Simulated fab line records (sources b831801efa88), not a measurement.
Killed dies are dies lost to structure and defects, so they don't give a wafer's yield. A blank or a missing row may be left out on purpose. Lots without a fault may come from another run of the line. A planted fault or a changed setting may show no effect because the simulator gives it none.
One fault seen from 2 desks -- flow gf180mcu -- what lay behind the numbers comes last; until then each desk has only its own

## AT THE METROLOGY DESK
What the gauges read for every lot (on any tool): the sampled wafers with a number, averaged. The brackets show how far a lot's mean lies from the usual mean; more than 4 standard deviations puts the lot out of limits, marked OUT.
Columns: A = DNWELL_TW at GF_DNWELL_TW_MEAS_09, usual 1350; B = M1_OVL at GF_M1_OVL_MEAS_15, usual 1 nm; C = V1_BOW at GF_V1_BOW_MEAS_05, usual 80 um; D = M2_OVL at GF_M2_OVL_MEAS_15, usual -1 nm
lot,first seen here,A,B,C,D
L399,day 2 21:37,1361,11,78,-8
L400,day 3 00:55,1353,5,86,12
L402,day 3 10:25,1336,-7,78,1
L406,day 4 07:22,1359,4,87,-5
L410,day 5 05:39,1404 (+4.5) OUT,-4,77,3
L411,day 5 08:58,1431 (+6.7) OUT,-2,87,-0
L412,day 5 17:43,1367,1,84,0
L413,day 6 02:55,1330,6,81,-3
L414,day 6 03:10,1351,8,76,-1
L415,day 6 16:58,1348,-3,77,-9
L417,day 7 03:23,1361,-3,82,-3
L418,day 7 05:43,1344,-2,84,-1
L419,day 7 11:49,1336,4,81,-11
L422,day 7 23:43,1360,12,81,-4
Per this desk, out of limits: L410, L411; the first was L410, day 5 05:39 (DNWELL_TW at GF_DNWELL_TW_MEAS_09). Within limits: L399, L400, L402, L406, L412, L413, L414, L415, L417, L418, L419, L422.

## AT THE TOOL OWNER'S DESK: implanter-04
The tool's own readings at GF_DNWELL_IMPLANT_07: means of the sampled wafers that have a number, for each lot that ran on this tool. The brackets show how far a lot's mean lies from the usual mean; more than 4 standard deviations puts the lot out of limits, marked OUT.
Columns: A = beamOnS at GF_DNWELL_IMPLANT_07, usual 10.00 s; B = doseIonsCm2 at GF_DNWELL_IMPLANT_07, usual 1e+13; C = endStationPressureTorr at GF_DNWELL_IMPLANT_07, usual 5.02e-06 Torr; D = faradayCurrentUA at GF_DNWELL_IMPLANT_07, usual 56.4
lot,first seen here,A,B,C,D
L399,day 2 21:22,9.86,1e+13,4.92e-06,57.1
L402,day 3 10:11,10.06,1e+13,4.93e-06,56.1
L406,day 4 07:07,10.02,1e+13,4.99e-06,56.5
L410,day 5 05:24,11.57 (+8.7) OUT,1e+13,8.41e-05 (+99 or more) OUT,48.4 (-8.2) OUT
L411,day 5 08:43,11.50 (+8.3) OUT,1e+13,8.34e-05 (+99 or more) OUT,48.5 (-8.1) OUT
This desk's verdict: out of limits on L410, L411, starting with L410 at day 5 05:24 (beamOnS at GF_DNWELL_IMPLANT_07). Within limits: L399, L402, L406.

## PUT TOGETHER
The tool owner's desk had the chance to raise an alarm at day 5 05:24 on L410, L411.
At day 5 05:39 the metrology desk could have sounded an alarm, on L410, L411.
Of the lots named, all ran GF_DNWELL_IMPLANT_07 on implanter-04.

## WHAT THE SIMULATOR HAD PUT IN
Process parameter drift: implanter-04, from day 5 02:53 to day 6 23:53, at GF_DNWELL_IMPLANT_07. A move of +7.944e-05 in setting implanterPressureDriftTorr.
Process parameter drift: implanter-04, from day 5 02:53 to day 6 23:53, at GF_DNWELL_IMPLANT_07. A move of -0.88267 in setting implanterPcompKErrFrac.
Shown lots that were struck: L410, L411.
Time in hours from fault onset to the first out-of-limits reading at each desk: tool owner's desk 3, metrology desk 3.
